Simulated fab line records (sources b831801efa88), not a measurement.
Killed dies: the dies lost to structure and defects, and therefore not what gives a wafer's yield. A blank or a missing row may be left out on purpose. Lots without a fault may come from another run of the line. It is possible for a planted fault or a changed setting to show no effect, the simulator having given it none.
fab line records | flow sky130
record lots=12 wafers=36 last-day=50
route steps=708 shown POLY_GATE@218 LDD_HVN@271 LDD_HVP@287 LDD_LDN@296 PAD_OPEN@708
lots untouched by any fault: they come from a run of this same line in which no faults occurred
start-h: hours from the record's first day to the start of the lot's first wafer shown | wait-h: how many hours have passed since the lot's step before this one | " the same as in the row above | L1.1+2: a single row standing in for several wafers | - either no value or no given start | * or withheld: withheld | < > ~ a bound
route shown NAME@n: names a module that has steps shown in the file, with the first one's number in the route | usual: mean/standard deviation taken from wafers without a fault | same: alike in all rows | chamber/n: place in a boat | sites: readings site by site | _std_site: their standard deviation | _edge_site: the outer-site mean with the inner-site mean subtracted | radius-mm: for every site, how far away it sits from the centre of the wafer | mask NAME#n: copy n | behind: the last tool/chamber to shape the wafer | hold: why the lot was held/for how many hours/how that ended | device: the transistor (n, p or np) that didn't switch | end of line: tests of these same wafers at the route's end | for a step that has no rows: nothing shown but its recipe | killed: the dies lost at the first sort to structure and to defects; this is not the yield of the wafer | map: the dies of a wafer, with x for killed, . for not killed, _ for no die there
set.NAME: the setting the step ran with; set.NAME@STEP: the setting that earlier step ran with | model.NAME: the simulator's own value behind a step, which no gauge read
one table for each step of the route and one row for each wafer, over a sample of lots
services: a tool's chamber out of use, with start hour (start-h, from the record's first day; less than 0 if before it), hours out, and reason
## steps
# step SKY_POLY_GATE_THK_MEAS_04
# recipe reads=Si3N4_of_POLY_GATE_CVD_03
# usual POLY_GATE_CVD_03_THK=75.4/0.7
# columns lot.wafer tool chamber start-h wait-h POLY_GATE_CVD_03_THK[nm]
L918.1 film-metro-03 - 350.68 0.0 74.1
L918.3 " - " " 74.3
L918.5 " - " " 74.4
L920.1 film-metro-01 - 368.23 0.0 74.9
L920.3 " - " " 74.2
L920.5 " - " " 74.5
L922.2 film-metro-03 - 377.71 0.0 74.4
L922.3 " - " " 74.1
L922.4 " - " " 73.9
L921.2 film-metro-01 - 379.07 0.0 76.3
L921.3 " - " " 75.0
L921.5 " - " " 75.2
L927.4 film-metro-02 - 420.87 0.0 75.6
L927.5 " - " " 75.0
L927.6 " - " " 76.2
L929.3 film-metro-03 - 441.86 0.0 75.3
L929.5 " - " " 75.1
L929.6 " - " " 75.4
L930.1 film-metro-02 - 448.24 0.0 75.6
L930.4 " - " " 75.9
L930.5 " - " " 76.3
L931.2 film-metro-01 - 459.53 0.0 76.0
L931.4 " - " " 75.7
L931.6 " - " " 75.9
L932.3 film-metro-01 - 462.81 0.0 74.4
L932.4 " - " " 74.8
L932.6 " - " " 74.4
L934.3 film-metro-02 - 476.86 0.0 75.5
L934.4 " - " " 75.5
L934.5 " - " " 75.4
L939.1 film-metro-03 - 523.15 0.0 76.0
L939.5 " - " " 75.5
L939.6 " - " " 75.6
L940.3 film-metro-03 - 525.41 0.0 76.2
L940.5 " - " " 76.3
L940.6 " - " " 76.1
# step SKY_LDD_HVN_EXPOSE_04
# recipe mask-id=HVNTM na=0.6 source-shape=conventional sigma-outer=0.6 polarization=unpolarized target-cd-nm=700 dose-mj=127
# usual stage-vel-mm-s=500.00/0.27
# same na=0.6
# columns lot.wafer tool chamber start-h wait-h mask stage-vel-mm-s
L918.1 iline-stepper-01 0 457.51 - HVNTM#0 500.35
L918.3 " 0 " " HVNTM#0 499.93
L918.5 " 0 " " HVNTM#0 500.05
L920.1 iline-stepper-02 0 477.40 - HVNTM#0 499.78
L920.3 " 0 " " HVNTM#0 499.91
L920.5 " 0 " " HVNTM#0 499.85
L922.2 iline-stepper-02 0 488.99 - HVNTM#0 499.97
L922.3 " 0 " " HVNTM#0 500.19
L922.4 " 0 " " HVNTM#0 500.38
L921.2 iline-stepper-02 0 490.55 - HVNTM#0 499.70
L921.3 " 0 " " HVNTM#0 499.97
L921.5 " 0 " " HVNTM#0 499.86
L927.4 iline-stepper-01 0 530.55 - HVNTM#0 500.33
L927.5 " 0 " " HVNTM#0 499.50
L927.6 " 0 " " HVNTM#0 500.60
L929.3 iline-stepper-02 0 553.77 - HVNTM#0 500.01
L929.5 " 0 " " HVNTM#0 500.00
L929.6 " 0 " " HVNTM#0 500.28
L930.1 iline-stepper-02 0 558.53 - HVNTM#0 499.78
L930.4 " 0 " " HVNTM#0 499.72
L930.5 " 0 " " HVNTM#0 499.75
L931.2 iline-stepper-02 0 568.44 - HVNTM#0 499.90
L931.4 " 0 " " HVNTM#0 500.04
L931.6 " 0 " " HVNTM#0 499.84
L932.3 iline-stepper-02 0 571.87 - HVNTM#0 500.36
L932.4 " 0 " " HVNTM#0 499.80
L932.6 " 0 " " HVNTM#0 500.13
L934.3 iline-stepper-02 0 585.87 - HVNTM#0 500.10
L934.4 " 0 " " HVNTM#0 500.11
L934.5 " 0 " " HVNTM#0 499.93
L939.1 iline-stepper-01 0 629.21 - HVNTM#0 499.85
L939.5 " 0 " " HVNTM#0 499.90
L939.6 " 0 " " HVNTM#0 500.12
L940.3 iline-stepper-01 0 631.12 - HVNTM#0 500.36
L940.5 " 0 " " HVNTM#0 500.17
L940.6 " 0 " " HVNTM#0 500.27
# step SKY_LDD_HVN_OVL_MEAS_07
# usual LDD_HVN_OVL=-1.0/1.3
# columns lot.wafer tool chamber start-h wait-h LDD_HVN_OVL[nm]
L918.1 overlay-02 - 472.51 0.1 -3.0
L918.3 " - " " -2.0
L918.5 " - " " -3.6
L920.1 overlay-01 - 492.37 0.1 -2.3
L920.3 " - " " -3.5
L920.5 " - " " -3.0
L922.2 overlay-02 - 503.27 0.1 -1.7
L922.3 " - " " -1.6
L922.4 " - " " -0.6
L921.2 overlay-01 - 505.49 0.1 -0.8
L921.3 " - " " 0.2
L921.5 " - " " -0.1
L927.4 overlay-01 - 545.13 0.1 -0.5
L927.5 " - " " -0.8
L927.6 " - " " -0.1
L929.3 overlay-02 - 568.52 0.1 -0.5
L929.5 " - " " -2.3
L929.6 " - " " -1.0
L930.1 overlay-01 - 572.72 0.1 1.1
L930.4 " - " " 0.0
L930.5 " - " " 2.1
L931.2 overlay-01 - 583.04 0.1 54.5
L931.4 " - " " 56.0
L931.6 " - " " 55.5
L932.3 overlay-02 - 586.54 0.1 55.2
L932.4 " - " " 55.7
L932.6 " - " " 54.9
L934.3 overlay-02 - 600.09 0.1 57.2
L934.4 " - " " 54.1
L934.5 " - " " 54.4
L939.1 overlay-01 - 643.66 0.1 1.1
L939.5 " - " " -0.9
L939.6 " - " " -0.2
L940.3 overlay-02 - 645.73 0.1 -1.4
L940.5 " - " " -1.9
L940.6 " - " " -1.7
# step SKY_LDD_HVP_STRIP_09
# recipe chemistry=O2/N2 power-w=1400 pressure-mtorr=1500 platen-temp-c=withheld o2-flow-sccm=3000 n2-flow-sccm=300 overash-fraction=0.5
# usual drypump-motor-current-A=5.7/0.69 oes-product-au=0.408/0.0041 strip-time-to-endpoint-s=4.138/0.015
# columns lot.wafer tool chamber start-h wait-h drypump-motor-current-A oes-product-au rf-hours-counter-h strip-time-to-endpoint-s
L918.1 plasma-asher-02 0 503.13 0.1 5.8 0.409 68 4.121
L918.3 " 1 " " 6.5 0.411 - 4.133
L918.5 " 1 " " 6.5 0.412 - 4.163
L920.1 plasma-asher-01 1 522.74 0.1 5.2 0.406 84 4.136
L920.3 " 1 " " 5.2 0.405 - 4.142
L920.5 " 0 " " 4.9 0.405 - 4.132
L922.2 plasma-asher-02 0 533.99 0.1 5.8 0.405 71 4.138
L922.3 " 1 " " 6.4 0.409 - 4.138
L922.4 " 0 " " 5.8 0.413 - 4.143
L921.2 plasma-asher-04 1 536.23 0.1 6.7 0.407 11 4.099
L921.3 " 0 " " 5.1 0.413 - 4.140
L921.5 " 1 " " 6.7 0.410 - 4.116
L927.4 plasma-asher-01 1 575.23 0.1 5.2 0.402 - 4.114
L927.5 " 1 " " 5.2 0.404 - 4.131
L927.6 " 0 " " 4.9 0.411 - 4.136
L929.3 plasma-asher-02 1 598.12 0.1 6.5 0.411 - 4.170
L929.5 " 1 " " 6.5 0.408 - 4.135
L929.6 " 0 " " 5.8 0.406 - 4.151
L930.1 plasma-asher-02 1 602.48 0.1 6.5 0.412 76 4.116
L930.4 " 0 " " 5.8 0.415 - 4.127
L930.5 " 1 " " 6.5 0.407 - 4.137
L931.2 plasma-asher-02 0 612.75 0.1 5.8 0.402 77 4.133
L931.4 " 1 " " 6.5 0.413 - 4.128
L931.6 " 1 " " 6.4 0.408 - 4.132
L932.3 plasma-asher-02 1 615.78 0.1 6.4 0.407 - 4.147
L932.4 " 0 " " 5.8 0.413 - 4.147
L932.6 " 1 " " 6.5 0.411 - 4.151
L934.3 plasma-asher-04 1 629.10 0.1 6.7 0.409 - 4.130
L934.4 " 0 " " 5.1 0.409 - 4.141
L934.5 " 1 " " 6.7 0.407 - 4.130
L939.1 plasma-asher-01 1 672.42 0.1 5.2 0.406 99 4.155
L939.5 " 0 " " 4.8 0.412 - 4.151
L939.6 " 1 " " 5.2 0.413 - 4.132
L940.3 plasma-asher-02 1 674.38 0.1 6.4 0.413 - 4.142
L940.5 " 1 " " 6.5 0.411 - 4.167
L940.6 " 0 " " 5.8 0.409 - 4.125
# step SKY_LDD_LDN_OVL_MEAS_07
# usual LDD_LDN_OVL=0.8/1.3
# columns lot.wafer tool chamber start-h wait-h LDD_LDN_OVL[nm]
L918.1 overlay-02 - 532.88 0.1 1.1
L918.3 " - " " 0.4
L918.5 " - " " 0.9
L920.1 overlay-02 - 552.78 0.1 0.9
L920.3 " - " " 0.0
L920.5 " - " " 2.0
L922.2 overlay-02 - 563.55 0.1 -0.4
L922.3 " - " " 1.0
L922.4 " - " " 0.8
L921.2 overlay-02 - 566.14 0.1 0.3
L921.3 " - " " -0.2
L921.5 " - " " 0.5
L927.4 overlay-01 - 604.00 0.1 2.1
L927.5 " - " " 1.4
L927.6 " - " " 2.1
L929.3 overlay-02 - 626.93 0.1 -0.4
L929.5 " - " " -0.8
L929.6 " - " " -2.1
L930.1 overlay-02 - 631.68 0.1 0.7
L930.4 " - " " 0.4
L930.5 " - " " 2.0
L931.2 overlay-02 - 641.69 0.1 0.9
L931.4 " - " " 1.2
L931.6 " - " " 1.2
L932.3 overlay-02 - 645.43 0.1 -1.0
L932.4 " - " " -1.0
L932.6 " - " " -0.7
L934.3 overlay-02 - 657.24 0.1 0.8
L934.4 " - " " -0.1
L934.5 " - " " 0.1
L939.1 overlay-01 - 700.67 0.1 -1.0
L939.5 " - " " 1.5
L939.6 " - " " 2.4
L940.3 overlay-01 - 702.18 0.1 -0.8
L940.5 " - " " 1.1
L940.6 " - " " -0.1
# step SKY_PAD_OPEN_PROBE_99
# usual killed_at_M0_to_M3=44/7.4 killed_at_M4_up=3.1/1.8 killed-at-contacts=24/5.6 killed-at-front-end=15/4.9 killed-at-other=0.4/0.59 killed-dies=87/9.8 killed-open=47/7.2 killed-short=39/6.8
# same gross-dies=492 killed-at-back-side=0
# columns lot.wafer tool chamber start-h wait-h killed_at_M0_to_M3 killed_at_M4_up killed-at-contacts killed-at-front-end killed-at-other killed-dies killed-open killed-short
L918.1 prober-02 - 1078.45 0.1 33 4 20 18 0 75 50 24
L918.3 prober-02 - 1078.55 0.2 50 4 29 23 1 107 54 53
L918.5 prober-02 - 1078.65 0.2 44 2 35 16 1 98 53 45
L920.1 prober-01 - 1095.49 0.1 40 0 21 11 0 72 47 25
L920.3 prober-01 - 1095.59 0.2 46 2 25 17 0 90 49 41
L920.5 prober-01 - 1095.69 0.2 48 3 32 9 0 92 58 34
L922.2 prober-02 - 1103.18 0.1 25 3 29 14 0 71 37 33
L922.3 prober-02 - 1103.23 0.2 42 4 22 21 0 89 43 46
L922.4 prober-02 - 1103.28 0.2 29 1 29 9 0 68 34 34
L921.2 prober-01 - 1107.64 0.1 58 2 11 14 0 85 46 39
L921.3 prober-01 - 1107.69 0.2 45 3 36 14 0 98 56 42
L921.5 prober-01 - 1107.79 0.2 45 4 23 14 0 86 44 42
L927.4 prober-02 - 1129.89 0.2 48 4 32 14 0 98 49 49
L927.5 prober-02 - 1129.94 0.2 52 4 20 18 0 94 42 52
L927.6 prober-02 - 1129.99 0.2 44 2 31 15 1 93 52 41
L929.3 prober-02 - 1146.05 0.2 41 2 33 10 1 87 48 39
L929.5 prober-02 - 1146.15 0.2 39 6 23 16 1 85 46 38
L929.6 prober-02 - 1146.20 0.2 40 0 30 19 2 91 49 41
L930.1 prober-01 - 1148.44 0.1 50 2 25 20 0 97 48 48
L930.4 prober-01 - 1148.59 0.2 62 1 19 10 0 92 54 38
L930.5 prober-01 - 1148.64 0.2 39 2 24 18 0 83 46 37
L931.2 prober-02 - 1154.53 0.1 37 5 23 9 0 74 47 27
L931.4 prober-02 - 1154.63 0.2 34 3 29 11 0 77 45 32
L931.6 prober-02 - 1154.73 0.2 45 2 35 22 0 104 57 47
L932.3 prober-01 - 1155.52 0.2 48 4 28 7 0 87 44 43
L932.4 prober-01 - 1155.57 0.2 65 7 21 13 0 106 67 39
L932.6 prober-01 - 1155.67 0.2 56 1 24 17 0 98 55 43
L934.3 prober-01 - 1165.39 0.2 43 1 25 24 2 95 45 50
L934.4 prober-01 - 1165.44 0.2 64 3 19 4 1 91 39 52
L934.5 prober-01 - 1165.49 0.2 50 0 18 20 0 88 55 33
L939.1 prober-02 - 1189.79 0.1 34 7 24 20 1 86 42 43
L939.5 prober-02 - 1189.99 0.2 37 0 27 4 0 68 46 22
L939.6 prober-02 - 1190.04 0.2 34 4 28 11 1 78 45 32
L940.3 prober-01 - 1190.92 0.2 47 5 17 21 0 90 54 36
L940.5 prober-01 - 1191.02 0.2 45 3 29 16 0 93 51 42
L940.6 prober-01 - 1191.07 0.2 41 3 17 20 1 82 45 37
# killed by level:class
L918.1 CONTACT:geometric-particle:open=12 VIA1:geometric-particle:open=7 VIA3:geometric-particle:open=7 POLY_GATE:geometric-particle:open=6 METAL3:geometric-particle:short=5 LI_CONTACT:geometric-particle:open=4 VIA2:geometric-particle:open=4 FIELD_ISO:geometric-particle:open=3
L918.3 CONTACT:geometric-particle:open=11 VIA1:geometric-particle:open=9 VIA1:geometric-particle:short=7 POLY_GATE:geometric-particle:short=6 VIA2:geometric-particle:open=6 VIA3:geometric-particle:open=6 METAL2:geometric-particle:short=6 POLY_GATE:geometric-particle:open=5
L918.5 LI_CONTACT:geometric-particle:open=11 CONTACT:geometric-particle:open=10 VIA1:geometric-particle:open=10 CONTACT:geometric-particle:short=9 VIA3:geometric-particle:open=8 VIA2:geometric-particle:open=8 FIELD_ISO:geometric-particle:short=7 METAL2:geometric-particle:short=6
L920.1 VIA2:geometric-particle:open=9 LI_CONTACT:geometric-particle:open=8 VIA1:geometric-particle:open=8 POLY_GATE:geometric-particle:open=6 CONTACT:geometric-particle:open=6 METAL1:geometric-particle:short=6 METAL3:geometric-particle:short=4 VIA3:geometric-particle:open=4
L920.3 VIA2:geometric-particle:open=8 VIA3:geometric-particle:open=8 METAL1:geometric-particle:short=7 CONTACT:geometric-particle:open=7 LI_CONTACT:geometric-particle:open=6 VIA1:geometric-particle:open=6 FIELD_ISO:geometric-particle:open=4 POLY_GATE:geometric-particle:short=4
L920.5 LI_CONTACT:geometric-particle:open=12 CONTACT:geometric-particle:open=12 VIA1:geometric-particle:open=11 VIA3:geometric-particle:open=7 METAL1:geometric-particle:short=7 VIA2:geometric-particle:open=7 VIA1:geometric-particle:short=6 LOCAL_INTERCONNECT:geometric-particle:short=4
L922.2 CONTACT:geometric-particle:open=7 LOCAL_INTERCONNECT:geometric-particle:short=7 POLY_GATE:geometric-particle:open=6 LI_CONTACT:geometric-particle:open=6 METAL1:geometric-particle:short=5 CONTACT:geometric-particle:short=4 FIELD_ISO:geometric-particle:short=3 LI_CONTACT:geometric-particle:short=3
L922.3 VIA3:geometric-particle:open=11 VIA2:geometric-particle:open=7 LI_CONTACT:geometric-particle:open=6 VIA1:geometric-particle:open=6 METAL2:geometric-particle:short=6 LOCAL_INTERCONNECT:geometric-particle:short=5 CONTACT:geometric-particle:short=5 VIA2:geometric-particle:short=5
L922.4 CONTACT:geometric-particle:open=10 LI_CONTACT:geometric-particle:open=6 METAL2:geometric-particle:short=6 VIA2:geometric-particle:open=6 LOCAL_INTERCONNECT:geometric-particle:short=5 CONTACT:geometric-particle:short=5 POLY_GATE:geometric-particle:short=4 VIA3:geometric-particle:open=4
L921.2 VIA1:geometric-particle:open=10 VIA3:geometric-particle:open=8 METAL2:geometric-particle:short=7 VIA2:geometric-particle:open=7 METAL1:geometric-particle:short=6 FIELD_ISO:geometric-particle:short=5 METAL2:geometric-particle:open=5 LI_CONTACT:geometric-particle:open=4
L921.3 CONTACT:geometric-particle:open=13 VIA2:geometric-particle:open=8 VIA1:geometric-particle:open=8 CONTACT:geometric-particle:short=7 LOCAL_INTERCONNECT:geometric-particle:short=6 FIELD_ISO:geometric-particle:open=5 LI_CONTACT:geometric-particle:short=5 LI_CONTACT:geometric-particle:open=5
L921.5 VIA2:geometric-particle:open=7 CONTACT:geometric-particle:open=7 VIA3:geometric-particle:open=7 LI_CONTACT:geometric-particle:open=6 METAL2:geometric-particle:short=6 METAL3:geometric-particle:short=6 POLY_GATE:geometric-particle:short=4 LI_CONTACT:geometric-particle:short=4
L927.4 VIA1:geometric-particle:open=9 VIA1:geometric-particle:short=9 CONTACT:geometric-particle:open=8 METAL1:geometric-particle:short=8 CONTACT:geometric-particle:short=7 LI_CONTACT:geometric-particle:open=6 LOCAL_INTERCONNECT:geometric-particle:short=6 VIA3:geometric-particle:open=5
L927.5 VIA1:geometric-particle:open=13 METAL2:geometric-particle:short=8 VIA2:geometric-particle:open=7 FIELD_ISO:geometric-particle:open=6 CONTACT:geometric-particle:open=6 LOCAL_INTERCONNECT:geometric-particle:short=5 FIELD_ISO:geometric-particle:short=4 VIA1:geometric-particle:short=4
L927.6 CONTACT:geometric-particle:open=12 VIA3:geometric-particle:open=12 VIA1:geometric-particle:open=8 LI_CONTACT:geometric-particle:open=7 FIELD_ISO:geometric-particle:short=5 METAL1:geometric-particle:short=5 METAL2:geometric-particle:short=5 LOCAL_INTERCONNECT:geometric-particle:open=4
L929.3 CONTACT:geometric-particle:open=13 VIA2:geometric-particle:open=12 VIA1:geometric-particle:open=7 LI_CONTACT:geometric-particle:open=6 FIELD_ISO:geometric-particle:short=5 LOCAL_INTERCONNECT:geometric-particle:short=5 CONTACT:geometric-particle:short=5 LI_CONTACT:geometric-particle:short=4
L929.5 VIA1:geometric-particle:open=10 VIA2:geometric-particle:open=10 CONTACT:geometric-particle:open=7 LI_CONTACT:geometric-particle:open=6 METAL2:geometric-particle:short=6 FIELD_ISO:geometric-particle:short=5 LI_CONTACT:geometric-particle:short=5 LOCAL_INTERCONNECT:geometric-particle:short=4
L929.6 VIA1:geometric-particle:open=12 CONTACT:geometric-particle:open=10 VIA2:geometric-particle:open=7 LI_CONTACT:geometric-particle:short=7 LI_CONTACT:geometric-particle:open=6 FIELD_ISO:geometric-particle:open=5 METAL1:geometric-particle:short=5 POLY_GATE:geometric-particle:short=5
L930.1 VIA1:geometric-particle:open=13 CONTACT:geometric-particle:open=9 METAL1:geometric-particle:short=8 FIELD_ISO:geometric-particle:short=5 LI_CONTACT:geometric-particle:open=5 LOCAL_INTERCONNECT:geometric-particle:short=5 VIA3:geometric-particle:open=5 VIA2:geometric-particle:open=5
L930.4 VIA1:geometric-particle:open=18 VIA3:geometric-particle:open=9 METAL1:geometric-particle:short=7 CONTACT:geometric-particle:open=6 VIA2:geometric-particle:open=6 VIA2:geometric-particle:short=5 VIA1:geometric-particle:short=5 METAL2:geometric-particle:short=5
L930.5 VIA1:geometric-particle:open=10 VIA2:geometric-particle:open=7 LI_CONTACT:geometric-particle:open=6 POLY_GATE:geometric-particle:open=5 LI_CONTACT:geometric-particle:short=5 LOCAL_INTERCONNECT:geometric-particle:short=5 CONTACT:geometric-particle:open=5 METAL1:geometric-particle:short=4
L931.2 CONTACT:geometric-particle:open=8 VIA1:geometric-particle:open=8 VIA3:geometric-particle:open=7 LI_CONTACT:geometric-particle:open=7 METAL1:geometric-particle:short=6 FIELD_ISO:geometric-particle:open=5 VIA2:geometric-particle:open=5 LI_CONTACT:geometric-particle:short=4
L931.4 CONTACT:geometric-particle:open=9 LI_CONTACT:geometric-particle:open=6 VIA1:geometric-particle:open=6 FIELD_ISO:geometric-particle:short=5 CONTACT:geometric-particle:short=5 VIA2:geometric-particle:open=5 VIA3:geometric-particle:open=5 LOCAL_INTERCONNECT:geometric-particle:short=4
L931.6 VIA1:geometric-particle:open=12 CONTACT:geometric-particle:open=11 FIELD_ISO:geometric-particle:short=9 LI_CONTACT:geometric-particle:short=9 LI_CONTACT:geometric-particle:open=8 VIA3:geometric-particle:open=8 FIELD_ISO:geometric-particle:open=6 VIA2:geometric-particle:open=6
L932.3 CONTACT:geometric-particle:open=11 LI_CONTACT:geometric-particle:open=7 VIA1:geometric-particle:open=7 METAL1:geometric-particle:short=6 METAL2:geometric-particle:short=6 VIA3:geometric-particle:open=6 VIA2:geometric-particle:open=6 VIA1:geometric-particle:short=5
L932.4 VIA1:geometric-particle:open=28 CONTACT:geometric-particle:open=8 VIA3:geometric-particle:open=7 VIA2:geometric-particle:open=7 VIA1:geometric-particle:short=6 METAL4:geometric-particle:short=6 LI_CONTACT:geometric-particle:open=5 CONTACT:geometric-particle:short=5
L932.6 VIA3:geometric-particle:open=11 CONTACT:geometric-particle:open=10 VIA1:geometric-particle:open=10 METAL1:geometric-particle:short=8 POLY_GATE:geometric-particle:open=7 METAL2:geometric-particle:short=6 CONTACT:geometric-particle:short=5 VIA1:geometric-particle:short=5
L934.3 CONTACT:geometric-particle:open=13 FIELD_ISO:geometric-particle:short=8 VIA1:geometric-particle:open=8 VIA2:geometric-particle:open=8 METAL1:geometric-particle:short=7 FIELD_ISO:geometric-particle:open=6 POLY_GATE:geometric-particle:short=5 METAL2:geometric-particle:short=5
L934.4 VIA1:geometric-particle:open=18 METAL2:geometric-particle:short=8 CONTACT:geometric-particle:short=7 METAL1:geometric-particle:short=7 VIA3:geometric-particle:open=6 VIA2:geometric-particle:short=6 VIA1:geometric-particle:short=5 METAL3:geometric-particle:short=5
L934.5 VIA1:geometric-particle:open=11 VIA3:geometric-particle:open=8 VIA2:geometric-particle:open=7 FIELD_ISO:geometric-particle:open=6 FIELD_ISO:geometric-particle:short=6 CONTACT:geometric-particle:open=6 LI_CONTACT:geometric-particle:open=5 METAL1:geometric-particle:short=5
L939.1 VIA1:geometric-particle:open=7 CONTACT:geometric-particle:short=6 SPACER:geometric-particle:open=5 LI_CONTACT:geometric-particle:short=5 LOCAL_INTERCONNECT:geometric-particle:short=5 VIA3:geometric-particle:open=5 FIELD_ISO:geometric-particle:short=4 CONTACT:geometric-particle:open=4
L939.5 LI_CONTACT:geometric-particle:open=11 VIA1:geometric-particle:open=10 CONTACT:geometric-particle:open=7 VIA3:geometric-particle:open=6 VIA2:geometric-particle:open=6 LOCAL_INTERCONNECT:geometric-particle:short=5 METAL2:geometric-particle:short=4 VIA3:geometric-particle:short=4
L939.6 CONTACT:geometric-particle:open=13 VIA1:geometric-particle:open=9 LI_CONTACT:geometric-particle:open=7 METAL2:geometric-particle:short=7 LOCAL_INTERCONNECT:geometric-particle:short=5 VIA3:geometric-particle:open=4 METAL4:geometric-particle:short=4 FIELD_ISO:geometric-particle:open=3
L940.3 VIA1:geometric-particle:open=10 FIELD_ISO:geometric-particle:open=8 CONTACT:geometric-particle:open=7 VIA1:geometric-particle:short=7 METAL1:geometric-particle:short=6 VIA3:geometric-particle:open=6 LI_CONTACT:geometric-particle:open=5 VIA2:geometric-particle:open=5
L940.5 CONTACT:geometric-particle:open=11 VIA1:geometric-particle:open=9 LI_CONTACT:geometric-particle:open=7 VIA3:geometric-particle:open=7 METAL1:geometric-particle:short=7 VIA2:geometric-particle:open=7 LI_CONTACT:geometric-particle:short=5 METAL2:geometric-particle:short=5
L940.6 VIA1:geometric-particle:open=9 VIA2:geometric-particle:open=8 METAL1:geometric-particle:short=7 CONTACT:geometric-particle:open=6 LI_CONTACT:geometric-particle:open=5 VIA1:geometric-particle:short=5 VIA3:geometric-particle:open=5 POLY_CUT:geometric-particle:short=4
## services
# columns tool chamber start-h hours kind
iline-stepper-01 - 452.17 2.1 pm
iline-stepper-01 - 454.25 - consumable-replace:lamp
iline-stepper-01 0 466.19 - calibration
plasma-asher-04 - 470.35 1.4 repair
iline-stepper-01 - 474.84 6.6 repair
iline-stepper-02 0 490.14 - calibration
plasma-asher-01 - 504.77 2.8 pm
iline-stepper-01 - 535.95 1.7 pm
plasma-asher-04 - 546.17 2.8 pm
plasma-asher-02 - 552.70 20.2 pm
plasma-asher-04 - 574.57 0.7 repair
iline-stepper-02 - 592.13 23.2 repair
plasma-asher-01 - 598.51 3.1 repair
iline-stepper-02 - 615.33 1.7 pm
iline-stepper-02 - 630.13 10.6 repair
iline-stepper-01 0 672.81 - calibration
## key
first-sign step=SKY_LDD_HVN_OVL_MEAS_07 reading=LDD_HVN_OVL direction=up sigmas=42 usual=-1.0 struck=55.3
effect none on later readings
met-at SKY_LDD_HVN_EXPOSE_04
struck-lots L931,L932,L934
tester-left-out L931,L932,L934
not-acting-at SKY_POLY_GATE_THK_MEAS_04,SKY_LDD_HVP_STRIP_09,SKY_LDD_LDN_OVL_MEAS_07
onset-between 558.53 568.44
fault kind=scanner-matching-overlay tool=iline-stepper-02 chamber=- onset-h=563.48 steps=SKY_LDD_HVN_EXPOSE_04 offset=56.394
# tester-left-out: of these lots the tester's yield and bins aren't shown, on N5 and GAA mostly nor the transistor test; their killed dies are dies lost to structure and defects alone, not to doping, threshold or leakage, so they don't give the yield
